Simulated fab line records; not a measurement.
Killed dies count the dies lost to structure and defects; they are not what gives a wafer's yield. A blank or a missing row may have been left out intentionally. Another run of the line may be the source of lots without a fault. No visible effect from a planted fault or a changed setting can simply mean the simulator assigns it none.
Problem report, 8D (eight disciplines) form, completed by code    flow sky130    the parts of the form that need people (team, actions taken, sign-off) are left out

## 1. WHAT WENT WRONG
Wafers without a fault read 150.01, standard deviation 0.047; beam energy keV at SKY_PWDE_IMPLANT_08 reads a mean of 147.62 on 9 wafers belonging to 3 lots. Relative to the usual mean, that is a shift of -51 standard deviations.
First seen on wafer L659.1, day 8 03:28, on implanter-03. The record holds 21 wafers of 7 lots with a number at this step. The rule behind "out" and "out of limits": a value lying over 4 standard deviations away from the usual mean. Any other wafer with a number is counted as sound.

## 2. WHAT IT IS, WHAT IT ISN'T
question                     is                      is not
which readings at this step  beam energy keV         faraday current uA
which lots                   L659, L660, L661        L643, L650, L655, L663
which wafers of those lots   all that have a number  -
read on which tools          implanter-03            implanter-01, implanter-04
when                         from day 8 03:28        up to then (9 sound wafers); but 3 sound wafers of L663 came after

## 3. SUSPECTS, AND WHAT RULES EACH OUT
Counting: any tool at a process step up to the reading is kept as a suspect provided that every lot that is out went through it and no sound lot did after the first of them.
- implanter-03 at SKY_PWDE_IMPLANT_08: kept. It processed each lot that is out, first L659 at day 8 03:28, and no sound lot thereafter; up to then, the last sound lot it processed was L655 at day 7 00:24. Out on those wafers are its own readings of beam energy keV.
Left after counting: implanter-03 at SKY_PWDE_IMPLANT_08.

## 4. THE CAUSE (what the simulator had put in)
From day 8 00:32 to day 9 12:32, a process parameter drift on implanter-03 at SKY_PWDE_IMPLANT_08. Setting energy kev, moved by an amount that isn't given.
After counting, this tool was the only one left.

## 5. THE CHAIN OF EFFECTS, in route order
One row per reading whose mean, taken over the struck wafers that have a number, lies over 3 standard deviations from the usual. Only readings for which the record gives a usual standard deviation are gone through. hours: the time from each lot's start at the first step in this table that gives one to its start at this step, as a median over the lots. sigmas: the change in usual standard deviations.
hours  step                 reading          usual   on struck wafers  change  sigmas
0      SKY_PWDE_IMPLANT_08  beam energy keV  150.01  147.62            -2.39   -51
Here are the process steps it includes:
- SKY_PWDE_IMPLANT_08

## 6. WHAT WOULD HAVE CAUGHT IT SOONER
In this record the first reading out of limits was taken at day 8 03:28, 3 hours after the fault began at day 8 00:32.
